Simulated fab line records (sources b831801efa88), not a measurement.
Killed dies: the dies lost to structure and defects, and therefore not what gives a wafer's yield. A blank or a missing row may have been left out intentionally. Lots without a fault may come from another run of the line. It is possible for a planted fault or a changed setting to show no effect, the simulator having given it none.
fab line records -- flow sky130
record lots=6, wafers=18, last-day=49
route steps=708 shown METAL3@561 VIA3@573 PAD_OPEN@708
lots untouched by any fault: they come from a run of this same line in which no faults occurred
start-h: hours from the record's first day to the start of the lot's first wafer shown -- wait-h: hours elapsed since this lot's preceding step -- " unchanged from the row above -- L1.1+2: a single row standing in for several wafers -- - no value, or no start given -- * or withheld: withheld -- < > ~ a bound
route shown NAME@n: NAME is a module with steps in the file, n the number in the route of the first one -- usual: the fault-free wafers' mean and standard deviation -- same: alike in all rows -- chamber/n: place in a boat -- sites: per-site readings -- _std_site: standard deviation across them -- _edge_site: outer sites' mean less inner sites' -- radius-mm: how far each site lies from the wafer's centre -- mask NAME#n: copy n -- behind: the tool/chamber that last shaped the wafer -- hold: why the lot went on hold/how many hours it stayed there/how the hold came to an end -- device: which transistor (n, p or np) failed to switch -- end of line: the same wafers' tests at the end of the route -- a step with no rows: only its recipe -- killed: not the wafer's yield, but the dies lost to structure and defects at the first sort -- map: dies across one wafer; x = killed, . = not, _ = none there
set.NAME: the run value of the setting; set.NAME@STEP: its run value at that earlier step -- model.NAME: the simulator's own value behind a step, which no gauge read
lots at selected steps of the route; one table per step, one row per wafer
services: from which hour (start-h, from the record's first day; less than 0 if before it) a tool's chamber was out of use, for how many hours, and why
## steps
# step SKY_METAL3_PEB_11
# recipe peb-temp-c=withheld, peb-time-s=withheld, resist=KrF-thick
# step SKY_METAL3_DEVELOP_12
# recipe develop-time-s=60, resist=KrF-thick, dev-temp-c=21
# step SKY_METAL3_CD_MEAS_13
# recipe target-cd-nm=300
# usual cd-nm=300.1/1.4
lot.wafer,tool,chamber,start-h,wait-h,cd-nm
L629.2,cd-sem-01,-,985.16,-,299.8
L629.5,cd-sem-01,-,985.16,-,298.5
L629.6,cd-sem-01,-,985.16,-,298.2
L630.2,cd-sem-02,-,994.61,-,300.0
L630.4,cd-sem-02,-,994.61,-,298.3
L630.6,cd-sem-02,-,994.61,-,300.8
L632.1,cd-sem-02,-,998.34,-,296.7
L632.2,cd-sem-02,-,998.34,-,296.7
L632.5,cd-sem-02,-,998.34,-,295.6
L633.1,cd-sem-01,-,1001.36,-,299.5
L633.2,cd-sem-01,-,1001.36,-,298.8
L633.5,cd-sem-01,-,1001.36,-,299.0
L635.1,cd-sem-02,-,1016.94,-,299.2
L635.5,cd-sem-02,-,1016.94,-,300.3
L635.6,cd-sem-02,-,1016.94,-,299.9
L636.2,cd-sem-02,-,1025.76,-,300.6
L636.3,cd-sem-02,-,1025.76,-,299.2
L636.4,cd-sem-02,-,1025.76,-,300.4
# step SKY_METAL3_OVL_MEAS_14
# usual METAL3_OVL=0/5.7
lot.wafer,tool,chamber,start-h,wait-h,METAL3_OVL[nm]
L629.2,overlay-01,-,985.27,0.1,4
L629.5,overlay-01,-,985.27,0.1,-6
L629.6,overlay-01,-,985.27,0.1,4
L630.2,overlay-02,-,994.72,0.1,-1
L630.4,overlay-02,-,994.72,0.1,6
L630.6,overlay-02,-,994.72,0.1,0
L632.1,overlay-01,-,998.46,0.1,6
L632.2,overlay-01,-,998.46,0.1,9
L632.5,overlay-01,-,998.46,0.1,6
L633.1,overlay-01,-,1001.48,0.1,0
L633.2,overlay-01,-,1001.48,0.1,2
L633.5,overlay-01,-,1001.48,0.1,-2
L635.1,overlay-02,-,1017.06,0.1,10
L635.5,overlay-02,-,1017.06,0.1,13
L635.6,overlay-02,-,1017.06,0.1,6
L636.2,overlay-02,-,1025.87,0.1,-3
L636.3,overlay-02,-,1025.87,0.1,-1
L636.4,overlay-02,-,1025.87,0.1,-3
# step SKY_METAL3_DESCUM_15
# recipe chemistry=O2, source-power-w=150, bias-power-w=0, pressure-mtorr=10, temp-c=40, time-s=8
# usual drypump-motor-current-A=5.9/0.48, oes-product-au=1.008/0.0083
lot.wafer,tool,chamber,start-h,wait-h,drypump-motor-current-A,oes-product-au,rf-hours-counter-h
L629.2,rie-metal-02,0,985.30,0.0,5.3,1.013,2
L629.5,rie-metal-02,0,985.30,0.0,5.3,1.015,-
L629.6,rie-metal-02,1,985.30,0.0,5.8,1.017,-
L630.2,rie-metal-03,1,994.75,0.0,6.5,1.008,2
L630.4,rie-metal-03,0,994.75,0.0,5.6,1.010,-
L630.6,rie-metal-03,0,994.75,0.0,5.6,1.014,-
L632.1,rie-metal-01,0,998.50,0.0,5.6,1.006,9
L632.2,rie-metal-01,1,998.50,0.0,6.7,0.999,13
L632.5,rie-metal-01,1,998.50,0.0,6.6,0.999,-
L633.1,rie-metal-02,0,1001.51,0.0,5.3,1.002,3
L633.2,rie-metal-02,1,1001.51,0.0,5.8,1.007,22
L633.5,rie-metal-02,0,1001.51,0.0,5.3,1.006,-
L635.1,rie-metal-03,0,1017.10,0.0,5.6,1.010,14
L635.5,rie-metal-03,1,1017.10,0.0,6.5,1.002,-
L635.6,rie-metal-03,0,1017.10,0.0,5.6,1.009,-
L636.2,rie-metal-03,1,1025.90,0.0,6.5,1.005,4
L636.3,rie-metal-03,0,1025.90,0.0,5.6,1.010,-
L636.4,rie-metal-03,1,1025.90,0.0,6.5,1.005,-
# step SKY_METAL3_ETCH_16
# recipe chemistry=N2/H2, target=BARC, ion-energy-ev=200, bias-w=100, pressure-mtorr=30, n2-flow-sccm=100, h2-flow-sccm=200, icp-w=500, stop-on=SiO2, time-s=88.2, target-depth-a=600
# usual drypump-motor-current-A=5.9/0.48, oes-product-au=0.626/0.0047, throttle-valve-pct=13.205/0.0083
lot.wafer,tool,chamber,start-h,wait-h,drypump-motor-current-A,oes-product-au,rf-hours-counter-h,throttle-valve-pct
L629.2,rie-metal-02,0,985.33,0.0,5.3,0.627,2,13.200
L629.5,rie-metal-02,0,985.33,0.0,5.3,0.623,-,13.206
L629.6,rie-metal-02,1,985.33,0.0,5.9,0.625,-,13.208
L630.2,rie-metal-03,1,994.78,0.0,6.5,0.630,2,13.208
L630.4,rie-metal-03,0,994.78,0.0,5.6,0.628,-,13.218
L630.6,rie-metal-03,0,994.78,0.0,5.7,0.622,-,13.201
L632.1,rie-metal-01,0,998.53,0.0,5.6,0.632,9,13.200
L632.2,rie-metal-01,1,998.53,0.0,6.7,0.625,13,13.193
L632.5,rie-metal-01,1,998.53,0.0,6.7,0.634,-,13.215
L633.1,rie-metal-02,0,1001.55,0.0,5.3,0.622,3,13.208
L633.2,rie-metal-02,1,1001.55,0.0,5.8,0.615,22,13.201
L633.5,rie-metal-02,0,1001.55,0.0,5.3,0.623,-,13.209
L635.1,rie-metal-03,0,1017.13,0.0,5.7,0.630,14,13.215
L635.5,rie-metal-03,1,1017.13,0.0,6.5,0.626,-,13.214
L635.6,rie-metal-03,0,1017.13,0.0,5.6,0.617,-,13.204
L636.2,rie-metal-03,1,1025.93,0.0,6.5,0.626,4,13.199
L636.3,rie-metal-03,0,1025.93,0.0,5.6,0.622,-,13.201
L636.4,rie-metal-03,1,1025.93,0.0,6.5,0.629,-,13.197
# step SKY_METAL3_ETCH_17
# recipe target=SiO2, stop-on=TiN, chemistry=C4F8/O2/Ar, source-w=1500, bias-w=1200, pressure-mtorr=40, c4f8-flow-sccm=withheld, O2_flow_sccm=6, Ar_flow_sccm=300, time-s=3.9, target-depth-a=150
# usual oes-product-au=0.753/0.0063
lot.wafer,tool,chamber,start-h,wait-h,oes-product-au,rf-hours-counter-h
L629.2,rie-diel-02,3,985.43,0.1,0.749,22
L629.5,rie-diel-02,2,985.43,0.1,0.766,-
L629.6,rie-diel-02,1,985.43,0.1,0.760,-
L630.2,rie-diel-02,1,994.88,0.1,0.758,9
L630.4,rie-diel-02,0,994.88,0.1,0.751,25
L630.6,rie-diel-02,3,994.88,0.1,0.750,-
L632.1,rie-diel-04,0,998.63,0.1,0.746,11
L632.2,rie-diel-04,2,998.63,0.1,0.755,2
L632.5,rie-diel-04,1,998.63,0.1,0.759,-
L633.1,rie-diel-03,0,1001.64,0.1,0.753,16
L633.2,rie-diel-03,1,1001.64,0.1,0.752,23
L633.5,rie-diel-03,2,1001.64,0.1,0.757,-
L635.1,rie-diel-03,2,1017.23,0.1,0.746,17
L635.5,rie-diel-03,3,1017.23,0.1,0.748,-
L635.6,rie-diel-03,2,1017.23,0.1,0.754,-
L636.2,rie-diel-04,1,1026.03,0.1,0.738,4
L636.3,rie-diel-04,3,1026.03,0.1,0.750,6
L636.4,rie-diel-04,0,1026.03,0.1,0.757,12
# step SKY_METAL3_METAL_ETCH_18
# recipe target-depth-a=8450, stop-on=SiO2, over-etch-frac=0.3, time-s=183.1, chemistry=Cl2/BCl3, resist-sidewall-deg=88, pressure-mtorr=10, icp-w=900, bias-w=48.5, Cl2_flow_sccm=60, bcl3-flow-sccm=30
# step SKY_METAL3_STRIP_19
# recipe chemistry=O2/N2, power-w=1400, pressure-mtorr=1500, platen-temp-c=withheld, o2-flow-sccm=3000, n2-flow-sccm=300, overash-fraction=0.5
# usual drypump-motor-current-A=5.9/0.49, oes-product-au=0.499/0.0054, strip-time-to-endpoint-s=6.45/0.075
lot.wafer,tool,chamber,start-h,wait-h,drypump-motor-current-A,oes-product-au,rf-hours-counter-h,strip-time-to-endpoint-s
L629.2,plasma-asher-02,0,985.63,0.1,6.3,0.504,24,6.51
L629.5,plasma-asher-02,0,985.63,0.1,6.2,0.500,-,6.55
L629.6,plasma-asher-02,1,985.63,0.1,6.4,0.499,-,6.42
L630.2,plasma-asher-02,1,995.08,0.1,6.4,0.499,25,6.52
L630.4,plasma-asher-02,0,995.08,0.1,6.3,0.508,-,6.58
L630.6,plasma-asher-02,0,995.08,0.1,6.3,0.504,-,6.61
L632.1,plasma-asher-02,0,998.83,0.1,6.3,0.492,25,6.41
L632.2,plasma-asher-02,1,998.83,0.1,6.4,0.501,25,6.35
L632.5,plasma-asher-02,0,998.83,0.1,6.3,0.492,-,6.32
L633.1,plasma-asher-02,0,1001.84,0.1,6.3,0.492,25,6.44
L633.2,plasma-asher-02,1,1001.84,0.1,6.4,0.508,25,6.44
L633.5,plasma-asher-02,0,1001.84,0.1,6.3,0.501,-,6.41
L635.1,plasma-asher-02,0,1017.43,0.1,6.3,0.502,27,6.46
L635.5,plasma-asher-02,0,1017.43,0.1,6.2,0.495,-,6.48
L635.6,plasma-asher-02,1,1017.43,0.1,6.4,0.507,-,6.52
L636.2,plasma-asher-02,1,1026.40,0.2,6.4,0.497,27,6.40
L636.3,plasma-asher-02,1,1026.40,0.2,6.4,0.494,-,6.37
L636.4,plasma-asher-02,0,1026.40,0.2,6.3,0.493,-,6.41
# step SKY_METAL3_STRIP_20
# recipe chemistry=post-etch-residue-remover, time-s=1200, temp-c=72.5
# step SKY_METAL3_CLEAN_21
# recipe chemistry=IPA, time-s=180, temp-c=25
# step SKY_METAL3_CLEAN_22
# recipe chemistry=O3/DIW, dry=n2-spin
# step SKY_VIA3_HDPCVD_00
# recipe material=SiO2, target-thk-nm=1635, sigma-open-frac=0.3, time-s=272.5, temp-c=400, sih4-flow-sccm=60, pressure-mtorr=6
# usual run-length-s=300.3/0.47, sih4-flow-sccm=59.98/0.16
lot.wafer,tool,chamber,start-h,wait-h,run-length-s,sih4-flow-sccm,model.SiO2_of_VIA3_HDPCVD_00.thk-nm
L629.2,hdpcvd-01,0,986.22,0.0,300.5,59.77,1628
L629.5,hdpcvd-01,0,986.22,0.0,300.2,59.77,1613
L629.6,hdpcvd-01,1,986.22,0.0,300.5,59.85,1642
L630.2,hdpcvd-01,0,995.67,0.0,246.5,59.93,1306
L630.4,hdpcvd-01,1,995.67,0.0,300.6,59.93,1673
L630.6,hdpcvd-01,2,995.67,0.0,246.5,59.83,1301
L632.1,hdpcvd-01,2,999.42,0.0,247.5,59.83,1294
L632.2,hdpcvd-01,0,999.42,0.0,246.8,60.02,1292
L632.5,hdpcvd-01,2,999.42,0.0,300.8,60.01,1628
L633.1,hdpcvd-02,1,1002.43,0.0,300.2,60.11,1620
L633.2,hdpcvd-02,0,1002.43,0.0,300.4,60.10,1623
L633.5,hdpcvd-02,2,1002.43,0.0,299.8,59.96,1591
L635.1,hdpcvd-02,1,1018.02,0.0,300.4,60.14,1604
L635.5,hdpcvd-02,0,1018.02,0.0,300.4,60.01,1608
L635.6,hdpcvd-02,1,1018.02,0.0,300.1,60.27,1599
L636.2,hdpcvd-02,0,1027.04,0.0,300.4,59.58,1626
L636.3,hdpcvd-02,2,1027.04,0.0,299.4,59.94,1594
L636.4,hdpcvd-02,0,1027.04,0.0,300.3,59.78,1609
# step SKY_VIA3_THK_MEAS_01
# recipe reads=SiO2_of_VIA3_HDPCVD_00
# usual VIA3_HDPCVD_THK=1624/19
lot.wafer,tool,chamber,start-h,wait-h,VIA3_HDPCVD_THK[nm]
L629.2,film-metro-04,-,986.40,0.1,1627
L629.5,film-metro-04,-,986.40,0.1,1613
L629.6,film-metro-04,-,986.40,0.1,1641
L630.2,film-metro-04,-,995.85,0.1,1306
L630.4,film-metro-04,-,995.85,0.1,1673
L630.6,film-metro-04,-,995.85,0.1,1300
L632.1,film-metro-03,-,999.59,0.1,1294
L632.2,film-metro-03,-,999.59,0.1,1292
L632.5,film-metro-03,-,999.59,0.1,1629
L633.1,film-metro-04,-,1002.60,0.1,1620
L633.2,film-metro-04,-,1002.60,0.1,1623
L633.5,film-metro-04,-,1002.60,0.1,1590
L635.1,film-metro-04,-,1018.19,0.1,1603
L635.5,film-metro-04,-,1018.19,0.1,1609
L635.6,film-metro-04,-,1018.19,0.1,1600
L636.2,film-metro-03,-,1027.22,0.1,1625
L636.3,film-metro-03,-,1027.22,0.1,1595
L636.4,film-metro-03,-,1027.22,0.1,1608
# step SKY_VIA3_CMP_02
# recipe material=SiO2, down-force-psi=4, platen-rpm=60, pad-velocity-m-s=0.94248
# usual motor-current-A=12.7/1.2
lot.wafer,tool,chamber,start-h,wait-h,motor-current-A
L629.2,cmp-02,2,986.50,0.1,12.4
L629.6,cmp-02,1,986.50,0.1,12.6
L629.5,cmp-02,2,986.50,0.1,11.7
L630.4,cmp-01,1,996.17,0.3,12.6
L630.2,cmp-01,3,996.17,0.3,12.6
L630.6,cmp-01,1,996.17,0.3,13.6
L632.2,cmp-01,1,999.65,0.0,14.0
L632.1,cmp-01,0,999.65,0.0,11.8
L632.5,cmp-01,1,999.65,0.0,13.2
L633.2,cmp-01,1,1002.71,0.1,13.4
L633.1,cmp-01,3,1002.71,0.1,12.7
L633.5,cmp-01,1,1002.71,0.1,13.2
L635.1,cmp-02,3,1018.40,0.2,11.0
L635.5,cmp-02,0,1018.40,0.2,16.0
L635.6,cmp-02,1,1018.40,0.2,12.1
L636.2,cmp-02,0,1027.27,0.0,14.9
L636.4,cmp-02,2,1027.27,0.0,12.0
L636.3,cmp-02,3,1027.27,0.0,10.5
# step SKY_PAD_OPEN_PROBE_99
# usual defect-limited-yield=82.3/2.1, killed_at_M0_to_M3=45/6.9, killed_at_M4_up=3.1/1.7, killed-at-contacts=24/5.7, killed-at-front-end=15/4.6, killed-at-other=0.3/0.57, killed-dies=87/10, killed-open=48/7.4, killed-short=39/6.7, sort_bin_3_pad_short=0.9/0.41, sort_bin_5_function=10.4/1.5, sort_bin_6_memory=6.4/1.1, sort-n-pass=405/10, sort-yield-pct=82.3/2.1
# same gross-dies=492, killed-at-back-side=0, sort_bin_4_leakage[%]=0, sort_bin_8_speed[%]=0
lot.wafer,tool,chamber,start-h,wait-h,defect-limited-yield[%],killed_at_M0_to_M3,killed_at_M4_up,killed-at-contacts,killed-at-front-end,killed-at-other,killed-dies,killed-open,killed-short,sort_bin_3_pad_short[%],sort_bin_5_function[%],sort_bin_6_memory[%],sort-n-pass,sort-yield-pct[%]
L629.2,prober-01,-,1144.97,0.1,85.2,42,0,23,8,0,73,39,34,0.6,8.7,5.5,419,85.2
L629.5,prober-01,-,1145.12,0.2,83.3,43,2,25,12,0,82,45,37,0.4,10.0,6.3,410,83.3
L629.6,prober-01,-,1145.17,0.2,82.9,39,5,23,17,0,84,49,35,1.2,10.0,5.9,408,82.9
L630.2,prober-02,-,1153.21,0.1,84.6,40,2,18,16,0,76,50,26,0.4,8.3,6.7,416,84.6
L630.4,prober-02,-,1153.31,0.2,84.8,33,3,21,18,0,75,41,34,1.0,7.5,6.7,417,84.8
L630.6,prober-02,-,1153.41,0.2,82.3,40,4,27,16,0,87,44,43,0.8,11.2,5.7,405,82.3
L632.1,prober-01,-,1155.65,0.1,83.1,49,2,16,16,0,83,50,33,0.8,12.2,3.9,409,83.1
L632.2,prober-01,-,1155.70,0.1,83.7,47,2,18,12,1,80,35,45,0.4,10.2,5.7,412,83.7
L632.5,prober-01,-,1155.85,0.2,81.9,43,4,25,16,1,89,45,44,1.0,11.4,5.7,403,81.9
L633.1,prober-01,-,1159.17,0.1,83.3,40,3,19,20,0,82,41,41,0.6,10.4,5.7,410,83.3
L633.2,prober-01,-,1159.22,0.1,83.9,44,4,15,16,0,79,59,20,0.2,9.6,6.3,413,83.9
L633.5,prober-01,-,1159.37,0.2,79.1,59,6,24,12,2,103,63,40,0.6,12.8,7.5,389,79.1
L636.2,prober-02,-,1177.62,0.1,83.1,44,3,16,20,0,83,40,43,0.8,10.6,5.5,409,83.1
L636.3,prober-02,-,1177.67,0.2,82.5,45,6,23,12,0,86,40,46,1.2,7.9,8.3,406,82.5
L636.4,prober-02,-,1177.72,0.2,82.5,53,1,19,13,0,86,51,35,0.4,10.6,6.5,406,82.5
# killed by level:class
L629.2 METAL2:geometric-particle:short=12 VIA1:geometric-particle:open=11 CONTACT:geometric-particle:open=10 LI_CONTACT:geometric-particle:open=5 VIA3:geometric-particle:open=5 LOCAL_INTERCONNECT:geometric-particle:short=4 FIELD_ISO:geometric-particle:open=3 POLY_GATE:geometric-particle:short=3
L629.5 CONTACT:geometric-particle:open=13 VIA1:geometric-particle:open=7 METAL2:geometric-particle:short=7 LI_CONTACT:geometric-particle:open=5 LOCAL_INTERCONNECT:geometric-particle:short=5 VIA1:geometric-particle:short=5 METAL3:geometric-particle:short=5 METAL1:geometric-particle:short=4
L629.6 VIA1:geometric-particle:open=12 CONTACT:geometric-particle:open=10 LI_CONTACT:geometric-particle:open=6 SPACER:geometric-particle:short=5 VIA1:geometric-particle:short=5 VIA3:geometric-particle:open=5 METAL4:geometric-particle:short=5 VIA2:geometric-particle:open=4
L630.2 POLY_GATE:geometric-particle:open=9 VIA3:geometric-particle:open=9 CONTACT:geometric-particle:open=9 VIA2:geometric-particle:open=8 VIA1:geometric-particle:open=8 LOCAL_INTERCONNECT:geometric-particle:short=6 VIA2:geometric-particle:short=5 METAL2:geometric-particle:short=4
L630.4 CONTACT:geometric-particle:open=14 VIA3:geometric-particle:open=9 VIA1:geometric-particle:short=7 POLY_GATE:geometric-particle:short=5 POLY_GATE:geometric-particle:open=5 METAL1:geometric-particle:short=5 LI_CONTACT:geometric-particle:short=5 FIELD_ISO:geometric-particle:open=4
L630.6 VIA1:geometric-particle:open=8 LI_CONTACT:geometric-particle:open=8 CONTACT:geometric-particle:open=7 METAL1:geometric-particle:short=7 METAL2:geometric-particle:short=6 POLY_GATE:geometric-particle:open=5 LOCAL_INTERCONNECT:geometric-particle:short=5 VIA2:geometric-particle:open=5
L632.1 VIA1:geometric-particle:open=19 VIA3:geometric-particle:open=7 VIA1:geometric-particle:short=6 FIELD_ISO:geometric-particle:short=5 LI_CONTACT:geometric-particle:open=5 METAL2:geometric-particle:short=4 LOCAL_INTERCONNECT:geometric-particle:short=4 CONTACT:geometric-particle:open=4
L632.2 CONTACT:geometric-particle:open=7 VIA1:geometric-particle:open=7 METAL2:geometric-particle:short=7 VIA2:geometric-particle:open=7 CONTACT:geometric-particle:short=5 FIELD_ISO:geometric-particle:short=4 METAL1:geometric-particle:short=4 VIA1:geometric-particle:short=4
L632.5 VIA1:geometric-particle:open=12 CONTACT:geometric-particle:open=8 VIA2:geometric-particle:open=6 METAL2:geometric-particle:short=6 FIELD_ISO:geometric-particle:short=5 LOCAL_INTERCONNECT:geometric-particle:short=5 CONTACT:geometric-particle:short=5 VIA3:geometric-particle:open=5
L633.1 VIA1:geometric-particle:open=11 POLY_GATE:geometric-particle:short=8 CONTACT:geometric-particle:open=8 CONTACT:geometric-particle:short=6 VIA2:geometric-particle:open=5 VIA3:geometric-particle:open=5 FIELD_ISO:geometric-particle:short=4 METAL1:geometric-particle:short=4
L633.2 VIA1:geometric-particle:open=11 VIA2:geometric-particle:open=10 LI_CONTACT:geometric-particle:open=9 VIA3:geometric-particle:open=9 FIELD_ISO:geometric-particle:open=5 POLY_GATE:geometric-particle:open=4 METAL2:geometric-particle:short=3 METAL1:geometric-particle:short=3
L633.5 VIA1:geometric-particle:open=20 LI_CONTACT:geometric-particle:open=9 VIA2:geometric-particle:open=9 VIA3:geometric-particle:open=9 CONTACT:geometric-particle:open=7 METAL1:geometric-particle:short=7 POLY_GATE:geometric-particle:open=5 METAL4:geometric-particle:short=5
L636.2 VIA1:geometric-particle:open=14 LOCAL_INTERCONNECT:geometric-particle:short=9 POLY_GATE:geometric-particle:open=7 VIA1:geometric-particle:short=6 FIELD_ISO:geometric-particle:short=4 METAL1:geometric-particle:short=4 METAL2:geometric-particle:short=4 VIA3:geometric-particle:open=4
L636.3 CONTACT:geometric-particle:open=8 VIA3:geometric-particle:open=8 VIA1:geometric-particle:open=7 METAL1:geometric-particle:short=6 POLY_GATE:geometric-particle:short=6 VIA2:geometric-particle:open=6 LI_CONTACT:geometric-particle:open=5 LOCAL_INTERCONNECT:geometric-particle:short=5
L636.4 VIA1:geometric-particle:open=12 METAL1:geometric-particle:short=8 VIA2:geometric-particle:open=8 METAL2:geometric-particle:short=7 CONTACT:geometric-particle:open=6 VIA3:geometric-particle:open=6 POLY_GATE:geometric-particle:open=5 VIA3:geometric-particle:short=5
## services
tool,chamber,start-h,hours,kind
hdpcvd-02,0,965.25,-,clean
hdpcvd-02,1,965.25,-,clean
hdpcvd-02,2,965.25,-,clean
rie-diel-02,0,981.71,9.3,repair
hdpcvd-02,-,981.87,1.5,repair
cmp-02,-,991.10,9.3,repair
plasma-asher-02,-,1001.97,5.1,repair
rie-diel-04,1,1007.97,4.5,repair
cmp-02,-,1010.09,7.9,pm
rie-metal-02,1,1020.23,7.6,repair
## key
first-sign step=SKY_VIA3_HDPCVD_00, reading=run-length-s, direction=down, sigmas=99+, usual=*, struck=*
effect step=SKY_VIA3_THK_MEAS_01, reading=VIA3_HDPCVD_THK, direction=down, sigmas=17, usual=1624, struck=1298
model-effect step=SKY_VIA3_HDPCVD_00, value=SiO2_of_VIA3_HDPCVD_00.thk-nm, without=1621, struck=1298
met-at SKY_VIA3_HDPCVD_00
struck-wafers L630.2,L630.6,L632.1,L632.2
onset-between 986.22 995.67
fault kind=process-parameter-drift, tool=hdpcvd-01, chamber=-, onset-h=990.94, steps=SKY_VIA3_HDPCVD_00, channel=time-s, offset=*, shape=step, end-h=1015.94, scope=struck-wafers-only, acts-in=*, stated=*
